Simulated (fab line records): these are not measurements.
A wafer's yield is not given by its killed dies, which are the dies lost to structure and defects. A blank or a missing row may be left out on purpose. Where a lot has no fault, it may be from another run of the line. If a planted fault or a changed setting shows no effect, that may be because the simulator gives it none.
Split-lot experiment + flow sfq line + 23 wafers read across 5 lots, on a route 325 steps long

ON THE SPLIT
At SFQ_TRILAYER_M2_LITHO_COAT_057 (resist thk 600 nm), the setting resist thk nm was moved away from the recipe's 600 nm on 6 of the 23 wafers read, by -5.4% to +5.0%. All remaining wafers had this setting at the recipe value.

The reading is taken at the split's own step.

THE READING
KrF_of_TRILAYER_M2_LITHO_COAT_057.thk nm (the simulator's own value, which no gauge read), in nm, at SFQ_TRILAYER_M2_LITHO_COAT_057 (resist thk 600 nm). No usual value for it is given in the file. Here, 17 wafers ran the recipe; their average is 599.5 nm with a standard deviation of 1.6 nm.

| wafer  | tool, chamber at the split | resist thk nm as run, nm | against the recipe | KrF_of_TRILAYER_M2_LITHO_COAT_057.thk nm, nm | against lot-mates on the recipe |
|--------|----------------------------|--------------------------|--------------------|----------------------------------------------|---------------------------------|
| L074.1 | litho track-03, 0          | 600                      | recipe             | 598                                          | -                               |
| L074.2 | litho track-03, 0          | 600                      | recipe             | 598.8                                        | -                               |
| L074.3 | litho track-03, 0          | 600                      | recipe             | 599.6                                        | -                               |
| L074.4 | litho track-03, 0          | 600                      | recipe             | 598.2                                        | -                               |
| L074.5 | litho track-03, 0          | 600                      | recipe             | 596.8                                        | -                               |
| L075.1 | litho track-03, 0          | 600                      | recipe             | 599.9                                        | -                               |
| L075.2 | litho track-03, 0          | 600                      | recipe             | 598                                          | -                               |
| L075.3 | litho track-03, 0          | 600                      | recipe             | 600                                          | -                               |
| L075.4 | litho track-03, 0          | 600                      | recipe             | 600.6                                        | -                               |
| L075.6 | litho track-03, 0          | 600                      | recipe             | 598.7                                        | -                               |
| L076.3 | litho track-01, 0          | 600                      | recipe             | 602                                          | -                               |
| L076.4 | litho track-01, 0          | 600                      | recipe             | 601.9                                        | -                               |
| L076.6 | litho track-01, 0          | 600                      | recipe             | 601.6                                        | -                               |
| L081.1 | litho track-04, 0          | 600                      | recipe             | 600.1                                        | -                               |
| L081.2 | litho track-04, 0          | 567.5                    | -5.4%              | 568                                          | -32.9                           |
| L081.3 | litho track-04, 0          | 600                      | recipe             | 601.7                                        | -                               |
| L081.4 | litho track-04, 0          | 567.5                    | -5.4%              | 567.4                                        | -33.5                           |
| L081.6 | litho track-04, 0          | 567.5                    | -5.4%              | 569.2                                        | -31.7                           |
| L084.1 | litho track-04, 0          | 629.8                    | +5.0%              | 625.8                                        | +27.6                           |
| L084.2 | litho track-04, 0          | 600                      | recipe             | 599.1                                        | -                               |
| L084.3 | litho track-04, 0          | 600                      | recipe             | 597.2                                        | -                               |
| L084.4 | litho track-04, 0          | 629.8                    | +5.0%              | 627.6                                        | +29.4                           |
| L084.5 | litho track-04, 0          | 629.8                    | +5.0%              | 625.3                                        | +27.1                           |

FIT RESULTS
A straight line over all 23 wafers: KrF_of_TRILAYER_M2_LITHO_COAT_057.thk nm changes by +5.6 nm for each +1% of resist thk nm; r = +0.99; the points scatter about the line by 1.6 nm.
The same after taking each lot's own level away (the mean of its wafers on the recipe; 23 wafers): +5.86 nm for each +1%; r = +1.00; scatter 1 nm.
According to that fit, moving resist thk nm by its largest amount changes the reading by 32 nm.
The lots' own levels span 598.15 to 601.83 nm, that is 2.3 times the standard deviation above.
Consequently the slope shifts little with the lot-to-lot level, the two slopes agreeing.
Check: -31.7 nm against its lot-mates is what the line predicts for one of the wafers moved furthest among these (-5.4%) when that wafer is left out of the fit. Against them it came out at -32.9 nm.

FURTHER SPLITS ON THESE WAFERS
Before the reading, these wafers also passed through other splits. Each is held against what the fit with the lots' levels taken away leaves over:
| other split on the same wafers                    | wafers away from the commonest value | r with KrF_of_TRILAYER_M2_LITHO_COAT_057.thk nm (lot level and that fit taken away) |
|---------------------------------------------------|--------------------------------------|-------------------------------------------------------------------------------------|
| SFQ_TRILAYER_INCOMING_OXIDATION_002 ox time s     | 15                                   | -0.04                                                                               |
| SFQ_TRILAYER_L0_LITHO_COAT_010 resist thk nm      | 10                                   | -0.17                                                                               |
| SFQ_TRILAYER_L0_VIA_LITHO_COAT_013 spin rpm       | 11                                   | -0.30                                                                               |
| SFQ_TRILAYER_M0_LITHO_COAT_026 spin rpm           | 4                                    | +0.17                                                                               |
| SFQ_TRILAYER_I0_VIA_LITHO_PEB_034 peb time s      | 8                                    | -0.01                                                                               |
| SFQ_TRILAYER_I0_VIA_BARC_OPEN_VIA_ETCH_046 time s | 7                                    | +0.14                                                                               |
| SFQ_TRILAYER_M1_LITHO_EXPOSE_040 dose mj          | 8                                    | +0.12                                                                               |
| SFQ_TRILAYER_I1_VIA_LITHO_COAT_054 resist thk nm  | 9                                    | -0.10                                                                               |
| SFQ_TRILAYER_I1_VIA_LITHO_COAT_049 spin rpm       | 6                                    | -0.15                                                                               |
| SFQ_TRILAYER_I1_VIA_ETCH_VIA_ETCH_052 source w    | 9                                    | +0.36                                                                               |

THE FILE'S OWN FIT
KrF_of_TRILAYER_M2_LITHO_COAT_057.thk nm changes by +5.86 nm for each +1% of resist thk nm, r = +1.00.
